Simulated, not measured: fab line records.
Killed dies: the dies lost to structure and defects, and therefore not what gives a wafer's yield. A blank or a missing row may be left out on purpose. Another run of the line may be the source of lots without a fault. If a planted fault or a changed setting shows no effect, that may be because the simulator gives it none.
8D (eight disciplines) problem report, filled in by code + flow sky130 + the parts of the form that need people (team, actions taken, sign-off) are left out

1. THE ISSUE
beam energy keV at SKY_VT_ADJUST_HVTP_IMPLANT_09 reads a mean of 140.99 on 9 wafers of 3 lots; wafers without a fault read 150.00 with a standard deviation of 0.047. So: -99 or more standard deviations from the usual mean.
First observed at day 8 18:27: wafer L842.2, on implanter-03. At this step, 21 wafers from 7 lots have a number in the record. The rule behind "out" and "out of limits": a value lying over 4 standard deviations away from the usual mean. All remaining wafers that have a number are taken as sound.

2. WHAT IT IS AND WHAT IT IS NOT
| question                    | is                     | is not                                                                   |
|-----------------------------|------------------------|--------------------------------------------------------------------------|
| which readings at this step | beam energy keV        | -                                                                        |
| which lots                  | L842, L843, L846       | L836, L841, L850, L856                                                   |
| which wafers of those lots  | all that have a number | -                                                                        |
| read on which tools         | implanter-03           | implanter-01, implanter-02                                               |
| when                        | from day 8 18:27       | up to then (6 sound wafers); but 6 sound wafers of L850, L856 came after |

3. WHAT RULES OUT EACH SUSPECT
Counting: a tool stays on the suspect list if, at a process step up to the reading, it processed all lots that are out and no sound lot following the first of them.
- implanter-03 at SKY_VT_ADJUST_HVTP_IMPLANT_09: kept. All lots that are out passed through it, beginning with L842 at day 8 18:27, and no sound lot followed; its final sound lot before that point was L841 at day 8 05:56. Its own beam energy keV readings are out on those wafers.
Left after counting: implanter-03 at SKY_VT_ADJUST_HVTP_IMPLANT_09.

4. THE CAUSE (what the simulator had put in)
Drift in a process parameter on implanter-03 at SKY_VT_ADJUST_HVTP_IMPLANT_09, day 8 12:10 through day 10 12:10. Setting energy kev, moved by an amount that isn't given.
This tool alone remained once counting was done.

5. THE CHAIN OF EFFECTS, in route order
Each row: a reading where the mean over the struck wafers with a number is more than 3 standard deviations away from the usual. Only readings whose record carries a usual standard deviation are examined. hours: median over the lots of the time between each lot's start at the first step of this table that gives one and its start at this step. sigmas: the change, counted in usual standard deviations.
| hours | step                          | reading         | usual  | on struck wafers | change | sigmas      |
|-------|-------------------------------|-----------------|--------|------------------|--------|-------------|
| 0     | SKY_VT_ADJUST_HVTP_IMPLANT_09 | beam energy keV | 150.00 | 140.99           | -9.01  | -99 or more |
Here are the process steps it includes:
- SKY_VT_ADJUST_HVTP_IMPLANT_09

6. HOW IT WOULD HAVE BEEN CAUGHT EARLIER
The fault began at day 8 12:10; the first out-of-limits reading in this record came at day 8 18:27, 6 hours later.
